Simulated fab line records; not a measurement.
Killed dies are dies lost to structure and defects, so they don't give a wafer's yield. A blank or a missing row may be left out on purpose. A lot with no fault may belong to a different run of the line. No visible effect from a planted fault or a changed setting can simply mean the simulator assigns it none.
A single fault, viewed from 2 desks    flow gf180mcu    only its own numbers are on each desk; what lay behind them is given at the end

THE TOOL OWNER'S DESK: rie-diel-03
The tool's own readings at GF_HV_LDD_ETCHBACK_58 (etches Si3N4 in CH3F/O2, stops on SiO2, time 100 s, target depth 90 nm): means of the sampled wafers that have a number, for each lot that ran on this tool. If a lot's mean is further than 4 standard deviations from the usual mean, the lot is out of limits and carries the mark OUT (the distance appears in the brackets).
Columns: A = O2_flow_sccm at GF_HV_LDD_ETCHBACK_58, usual 30.00 sccm; B = bias-w at GF_HV_LDD_ETCHBACK_58, usual 79.99 W; C = drypump-motor-current-A at GF_HV_LDD_ETCHBACK_58, usual 5.9 A; D = oes-product-au at GF_HV_LDD_ETCHBACK_58, usual 0.842 a.u.; E = run-length-s at GF_HV_LDD_ETCHBACK_58, usual 128.4 s; F = throttle-valve-pct at GF_HV_LDD_ETCHBACK_58, usual 10.561 %
lot   first seen here  A      B      C    D                E                F
L783  day 13 08:12     29.99  79.98  6.0  0.838            128.4            10.558
L799  day 18 19:24     29.93  80.26  6.1  0.941 (+15) OUT  118.2 (-19) OUT  10.574
This desk finds L799 out of limits, L799 being first, at day 18 19:24 (oes-product-au at GF_HV_LDD_ETCHBACK_58). L783: within limits.

AT THE METROLOGY DESK
What the gauges read, lot by lot, whatever tool the lot ran on: means of the sampled wafers that have a number. If a lot's mean is further than 4 standard deviations from the usual mean, the lot is out of limits and carries the mark OUT (the distance appears in the brackets). Only the readings that lie furthest out on some lot appear, 7 of the 12 it has.
Columns: A = HV_LDD_4_TW at GF_HV_LDD_TW_MEAS_50, usual 568.4; B = HV_LDD_RS at GF_HV_LDD_RS_MEAS_53, usual 418.8 ohm/sq; C = HV_LDD_CVD_54_THK at GF_HV_LDD_THK_MEAS_55, usual 10.00 nm; D = HV_LDD_CVD_56_THK at GF_HV_LDD_THK_MEAS_57, usual 89.8 nm; E = cd-nm at GF_NSD_CD_MEAS_07, usual 399.6 nm; F = cd-nm at GF_PSD_CD_MEAS_07, usual 400.4 nm; G = PSD_TW at GF_PSD_TW_MEAS_11, usual 3172
lot   first seen here  A      B      C      D     E      F      G
L781  day 12 17:26     571.8  419.4  10.11  90.1  400.1  401.6  3172
L783  day 13 04:57     564.2  418.5  10.03  88.9  397.1  401.1  3173
L798  day 18 08:44     568.9  416.8  10.01  91.6  400.8  405.6  3156
L799  day 18 16:09     570.3  419.1  10.17  89.4  403.2  399.4  3166
L801  day 19 08:30     571.7  419.2  9.77   91.1  400.5  401.9  3169
This desk's verdict: no lot among the 5 shows anything out of limits.

TAKEN TOGETHER
At day 18 19:24, on L799, the tool owner's desk was in a position to raise an alarm.
At the metrology desk, nothing out of limits was observed.
The metrology desk holds a record of L799, inside its limits.
Every lot named ran GF_HV_LDD_ETCHBACK_58 on rie-diel-03.

WHAT THE SIMULATOR HAD INSERTED
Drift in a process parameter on rie-diel-03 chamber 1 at GF_HV_LDD_ETCHBACK_58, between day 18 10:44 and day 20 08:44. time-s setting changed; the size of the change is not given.
Shown lots that were struck: L799.
Hours from the fault's start to each desk's first reading out of limits: the tool owner's desk, 9.
